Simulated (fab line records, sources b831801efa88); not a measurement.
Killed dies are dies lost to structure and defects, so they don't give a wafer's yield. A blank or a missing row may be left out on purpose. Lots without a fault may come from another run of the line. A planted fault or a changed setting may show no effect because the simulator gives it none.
A struck lot beside a sound one | flow sky130 | 15 steps out of a route of 708
Sound: wafers L621.2, L621.5, L621.6. Struck: wafers L636.1, L636.2, L636.6. The cause comes at the end.
At each step with rows: each side's tool, then ch and its chambers, then its first start. Under that, the readings that differ: sound wafers | struck wafers | difference of the means | sigmas: that difference in standard deviations of wafers without a fault.
alike: readings whose means differ by less than 2 such deviations, and words and numbers that are the same on both sides. not compared: withheld readings, readings that some wafer has no value for, bounds like >300 that may hide the same value, and numbers for which the record gives no deviation and whose values overlap.
The two part at a step that has a row with sigmas, a row that says differs or no value, or rows on one side only. Numbers that don't overlap but have no deviation are shown without sigmas and don't part them. A reading that every wafer of one side lacks parts them only if that side has two wafers or more.

first, 4 steps without rows for these wafers: SKY_LDD_N_SOFTBAKE_03 (time 60 s); SKY_LDD_N_EXPOSE_04 (exposes mask NTM, target cd 840 nm); SKY_LDD_N_PEB_05; SKY_LDD_N_DEVELOP_06 (develop time 60 s).
SKY_LDD_N_OVL_MEAS_07:
  sound on overlay-02, day 18 11:07; struck on overlay-02, day 24 12:33
  alike: LDD_N_OVL
then, 7 steps without rows for these wafers: SKY_LDD_N_IMPLANT_08; SKY_LDD_N_IMPLANT_09; SKY_LDD_N_IMPLANT_10; SKY_LDD_N_IMPLANT_11; SKY_LDD_N_IMPLANT_12; SKY_LDD_N_IMPLANT_13; SKY_LDD_N_IMPLANT_14.
SKY_LDD_N_IMPLANT_15:
  sound on implanter-03 ch 0, day 18 12:13; struck on implanter-03 ch 0, day 24 13:38
  reading            | sound                         | struck                     | difference | sigmas
  dose_ions_cm2      | 5.004e+12 5.005e+12 5.004e+12 | 7.05e+11 7.02e+11 7.05e+11 | -4.30e+12  | -99 or more
  faraday_current_uA | 27.8 28.8 27.5                | 4.0 4.0 4.0                | -24.0      | -48
SKY_LDD_N_STRIP_16: strips in O2/N2.
  sound on plasma_asher-03 ch 0,1, day 18 12:20; struck on plasma_asher-03 ch 0,1, day 24 13:47
  alike: drypump_motor_current_A, oes_product_au, strip_time_to_endpoint_s
  not compared: rf_hours_counter_h
-- the record jumps here: 25 days lie between the struck wafers' starts before and after (it left off in module LDD_N and takes up again in module PAD_OPEN, whose first step shown is number 708 of the route) --
SKY_PAD_OPEN_PROBE_99:
  sound on prober-01, day 46 08:46; struck on prober-02, day 50 01:13
  reading                                   | sound                | struck               | difference | sigmas
  model.etest.nfet_01v8_turned.drive_ua_um  | 528.5 525.9 525.6    | 504.9 525 515.8      | -11.4      |
  model.etest.tip_n.rs_ohm_sq               | 437.6 441.1 441.1    | 431.1 434.5 431.5    | -7.6       |
  model.etest.nfet_01v8_turned.vt_sat_v (V) | 0.6333 0.631 0.6326  | 0.6108 0.5926 0.6033 | -0.0301    |
  model.etest.nfet_01v8_lvt.vt_sat_v (V)    | 0.5223 0.5271 0.5231 | 0.5222 0.5088 0.5097 | -0.0106    |
  alike: killed_at_M0_to_M3, killed_at_M4_up, killed_at_contacts, killed_at_front_end, killed_at_other, killed_dies, killed_open, killed_short
  not compared: model.etest.nfet_01v8_turned.off_log10_a_um, model.etest.nfet_01v8_turned.vt_v, model.etest.nfet_01v8_swapped.vt_sat_v, model.etest.nfet_01v8.vt_sat_v

WHERE THEY PART
Only at SKY_LDD_N_IMPLANT_15, within this record. Later steps at which nothing parts them and some readings are alike: SKY_LDD_N_STRIP_16, SKY_PAD_OPEN_PROBE_99.

WHY: what the simulator had put in
Process parameter drift: implanter-03, from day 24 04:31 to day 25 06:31, at SKY_LDD_N_IMPLANT_15. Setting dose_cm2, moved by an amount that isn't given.
